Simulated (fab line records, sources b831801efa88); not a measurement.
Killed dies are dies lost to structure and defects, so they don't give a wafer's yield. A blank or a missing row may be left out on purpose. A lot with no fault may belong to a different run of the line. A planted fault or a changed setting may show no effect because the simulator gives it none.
Struck lot and sound lot, side by side / flow sky130 / 14 steps out of a route of 708
Sound: these wafers, L324.3, L324.4, L324.6. Wafers L322.2, L322.3, L322.5 were the ones struck. The cause comes at the end.
Order at every step that has rows: each side's tool, ch and its chambers, its first start. Under that, the readings that differ: sound wafers / struck wafers / difference of the means / sigmas: that difference in standard deviations of wafers without a fault.
alike: a reading whose means differ by less than 2 such deviations, as well as words and numbers matching on both sides. not compared: withheld readings; readings where some wafer has no value; bounds like >300 that might hide an equal value; numbers whose values overlap and for which the record gives no deviation.
A row with sigmas, a row that says differs or no value, or rows on one side alone: a step with any of these is where the two part. Non-overlapping numbers with no deviation appear without sigmas and do not part them. Lack of a reading on every wafer of one side parts them only where that side has two or more wafers.

first, 1 step without rows for these wafers: SKY_VT_ADJUST_HVTP_DEVELOP_06 (develop time 60 s).
SKY_VT_ADJUST_HVTP_CD_MEAS_07: target cd 380 nm.
  sound: cdSem-02 at day 9 09:12; struck: cdSem-01 at day 9 00:47
  alike: cdNm
SKY_VT_ADJUST_HVTP_OVL_MEAS_08:
  sound: overlay-02 at day 9 09:17; struck: overlay-01 at day 9 00:53
reading=VT_ADJUST_HVTP_OVL (nm); sound=1.3 -0.1 1.4; struck=-1.5 -2.0 -2.6; difference=-2.9; sigmas=-2
then, 1 step without rows for these wafers: SKY_VT_ADJUST_HVTP_IMPLANT_09.
SKY_VT_ADJUST_HVTP_STRIP_10: strips in O2/N2.
  sound on plasmaAsher-04 ch 0,1, day 9 09:30; struck on plasmaAsher-02 ch 0, day 9 01:04
  alike: drypumpMotorCurrentA, oesProductAu, stripTimeToEndpointS
  not compared: rfHoursCounterH
SKY_VT_ADJUST_HVTP_TW_MEAS_11:
  sound: filmMetro-03 at day 9 09:35; struck: filmMetro-02 at day 9 01:10
  alike: VT_ADJUST_HVTP_TW
then, 6 steps without rows for these wafers: SKY_VT_ADJUST_LVTN_DEHYDRATE_00 (time 60 s); SKY_VT_ADJUST_LVTN_HMDS_01 (prime time 60 s); SKY_VT_ADJUST_LVTN_COAT_02 (resist thk 3000 nm); SKY_VT_ADJUST_LVTN_SOFTBAKE_03; SKY_VT_ADJUST_LVTN_EXPOSE_04 (exposes mask NWM COMPLEMENT LESS NATIVE, target cd 840 nm); SKY_VT_ADJUST_LVTN_PEB_05.
SKY_VT_ADJUST_LVTN_DEVELOP_06: develop time 60 s.
  sound on lithoTrack-01 ch 0, day 10 06:00; struck on lithoTrack-04, day 9 21:00
  no value came back on the struck wafers for chillPlateTempC (C), developTimeS (s); on the sound wafers chillPlateTempC (C) reads 22.96 22.99 22.75
SKY_VT_ADJUST_LVTN_OVL_MEAS_07:
  sound: overlay-01 at day 10 06:16; struck: overlay-02 at day 9 21:23
reading=VT_ADJUST_LVTN_OVL (nm); sound=0.6 3.3 0.3; struck=- - -; difference=no value on the struck wafers; sigmas=

WHERE THEY PART
At SKY_VT_ADJUST_HVTP_OVL_MEAS_08 first; at SKY_VT_ADJUST_LVTN_OVL_MEAS_07 last (within this record only).

WHY: the cause the simulator had injected
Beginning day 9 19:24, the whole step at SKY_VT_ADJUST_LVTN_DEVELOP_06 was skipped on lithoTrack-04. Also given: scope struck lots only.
